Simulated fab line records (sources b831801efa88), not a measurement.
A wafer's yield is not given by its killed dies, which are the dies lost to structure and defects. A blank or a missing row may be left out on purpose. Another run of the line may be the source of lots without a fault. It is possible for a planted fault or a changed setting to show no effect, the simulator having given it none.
A struck lot beside a sound one    flow sky130    15 out of 708 route steps
Sound: the wafers L219.1, L219.4, L219.6. The struck wafers were L231.1, L231.4, L231.5. At the end, the cause is stated.
Per side, at each step with rows, come the tool, then ch with its chambers, and then its first start. Under that, the readings that differ: sound wafers    struck wafers    difference of the means    sigmas: that difference in standard deviations of wafers without a fault.
alike: readings with means less than 2 such deviations apart, plus words and numbers identical on both sides. not compared: withheld readings, readings lacking a value on some wafer, bounds such as >300 that could conceal the same value, and numbers that have no deviation in the record and whose values overlap.
Wherever a step has rows on one side only, a row that says differs or no value, or a row with sigmas, the two part there. When numbers do not overlap yet have no deviation, they are printed without sigmas and do not part them. A reading missing from all wafers of one side parts the sides only when that side holds two or more wafers.

SKY_METAL1_DESCUM_17: chemistry O2, time 8 s.
  sound on rieMetal-04 ch 0, day 33 23:05; struck on rieMetal-04 ch 0,1, day 37 14:44
  alike: drypumpMotorCurrentA, oesProductAu
  not compared: rfHoursCounterH
SKY_METAL1_ETCH_18: etches BARC in N2/H2, stops on SiO2, time 45.9 s, target depth 60 nm.
  sound on rieMetal-04 ch 0, day 33 23:07; struck on rieMetal-04 ch 0,1, day 37 14:46
  alike: drypumpMotorCurrentA, oesProductAu, throttleValvePct
  not compared: rfHoursCounterH
SKY_METAL1_METAL_ETCH_19: etches the open film in Cl2/BCl3, stops on SiO2, target depth 360 nm, time 78 s.
  sound on rieMetal-04 ch 0, day 33 23:11; struck on rieMetal-04 ch 0,1, day 37 14:50
  alike: bcl3FlowSccm, drypumpMotorCurrentA, oesProductAu, throttleValvePct
  not compared: rfHoursCounterH
SKY_METAL1_STRIP_20: strips in O2/N2.
  sound on plasmaAsher-03 ch 0,1, day 33 23:16; struck on plasmaAsher-03 ch 0,1, day 37 14:55
  alike: drypumpMotorCurrentA, oesProductAu, stripTimeToEndpointS
  not compared: rfHoursCounterH
then, 4 steps without rows for these wafers: SKY_METAL1_STRIP_21 (strips in post etch residue remover, time 1200 s); SKY_METAL1_CLEAN_22 (cleans in IPA, time 180 s); SKY_METAL1_CLEAN_23 (cleans in O3/DIW); SKY_VIA1_HDPCVD_00 (deposits SiO2, target thk 1030 nm, time 171.7 s).
SKY_VIA1_THK_MEAS_01:
  struck on filmMetro-04, day 37 15:37; sound on filmMetro-04, day 34 00:00
  alike: VIA1_HDPCVD_THK
SKY_VIA1_CMP_02: polishes SiO2.
  sound on cmp-01 ch 2,3, day 34 00:07; struck on cmp-01 ch 0,1,2, day 37 15:44
  alike: motorCurrentA, platenRpm, slurryFilterDpKPa
SKY_VIA1_BOW_MEAS_03:
  struck on filmMetro-03, day 37 15:59; sound on filmMetro-01, day 34 00:22
  alike: VIA1_BOW
then, 1 step without rows for these wafers: SKY_VIA1_DEHYDRATE_04 (time 60 s).
SKY_VIA1_HMDS_05: prime time 60 s.
  sound on lithoTrack-04 ch 0, day 34 13:07; struck on lithoTrack-02 ch 0, day 38 03:31
reading         sound                 struck                difference  sigmas
primeTempC (C)  119.87 119.83 119.79  122.86 122.65 122.86  +2.96       +23
then, 2 steps without rows for these wafers: SKY_VIA1_COAT_06 (resist thk 60 nm); SKY_PAD_OPEN_PROBE_99.

## WHERE THEY PART
SKY_VIA1_HMDS_05 only, going by this record.

WHY: whatever the simulator had introduced
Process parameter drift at SKY_VIA1_HMDS_05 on lithoTrack-02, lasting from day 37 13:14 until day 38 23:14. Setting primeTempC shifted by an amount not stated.
